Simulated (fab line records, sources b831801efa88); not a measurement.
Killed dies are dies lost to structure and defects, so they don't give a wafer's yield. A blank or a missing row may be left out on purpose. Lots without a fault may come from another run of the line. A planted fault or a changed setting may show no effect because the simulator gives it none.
One fault seen from 2 desks | flow sky130 | each desk has only its own numbers; what lay behind them comes last

THE TOOL OWNER'S DESK: plasma_asher-02
The tool's own readings at SKY_LDD_LDN_STRIP_12 (strips in O2/N2): means of the sampled wafers that have a number, for each lot that ran on this tool. A lot is out of limits, marked OUT, if its mean lies more than 4 standard deviations from the usual mean; the brackets give that distance.
Columns: A = drypump_motor_current_A at SKY_LDD_LDN_STRIP_12, usual 5.7 A; B = oes_product_au at SKY_LDD_LDN_STRIP_12, usual 0.715 a.u.; C = strip_time_to_endpoint_s at SKY_LDD_LDN_STRIP_12, usual 14.18 s
lot  | first seen here | A   | B               | C
L571 | day 23 23:45    | 5.8 | 0.713           | 14.18
L574 | day 25 13:48    | 5.8 | 0.714           | 14.21
L576 | day 25 15:51    | 5.8 | 0.719           | 14.19
L578 | day 26 07:05    | 5.8 | 0.723           | 14.24
L583 | day 28 00:39    | 6.0 | 0.708           | 14.17
L584 | day 28 03:33    | 5.9 | 0.953 (+51) OUT | -
L592 | day 31 02:23    | 5.8 | 0.714           | 14.16
This desk's finding: out of limits on L584; first on L584, day 28 03:33 (oes_product_au at SKY_LDD_LDN_STRIP_12). In limits: L571, L574, L576, L578, L583, L592.

THE METROLOGY DESK
What the gauges read, lot by lot, whatever tool the lot ran on: means of the sampled wafers that have a number. A lot is out of limits, marked OUT, if its mean lies more than 4 standard deviations from the usual mean; the brackets give that distance.
Columns: A = cd_nm at SKY_LOCAL_INTERCONNECT_CD_MEAS_11, usual 169.6 nm; B = CONTACT_CVD_00_THK at SKY_CONTACT_THK_MEAS_01, usual 75.4 nm
lot  | first seen here | A     | B
L571 | day 31 09:44    | 168.5 | 75.5
L572 | day 32 01:41    | 170.7 | 75.5
L573 | day 32 07:48    | 172.0 | 75.5
L575 | day 32 17:34    | 170.1 | 74.1
L574 | day 32 19:44    | 168.7 | 75.7
L576 | day 32 23:53    | 168.9 | 75.6
L578 | day 33 11:06    | 168.1 | 74.7
L581 | day 34 08:50    | 167.2 | 75.1
L583 | day 35 04:20    | 171.9 | 75.6
L585 | day 35 15:38    | 169.8 | 75.5
L587 | day 36 07:23    | 167.2 | 74.8
L592 | day 38 00:39    | 167.7 | 74.6
This desk's finding: nothing out of limits on any of the 12 lots.

PUT TOGETHER
The tool owner's desk could have raised an alarm at day 28 03:33, on L584.
The metrology desk saw nothing out of limits.
The metrology desk has no number on record for L584.
Of the lots named, all ran SKY_LDD_LDN_STRIP_12 on plasma_asher-02.

WHAT THE SIMULATOR HAD PUT IN
Strip aborted: plasma_asher-02, from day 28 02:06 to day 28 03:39, at SKY_LDD_LDN_STRIP_12. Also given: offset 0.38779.
Lots struck among those shown: L584.
Hours from the fault's start to each desk's first reading out of limits: the tool owner's desk, 1.
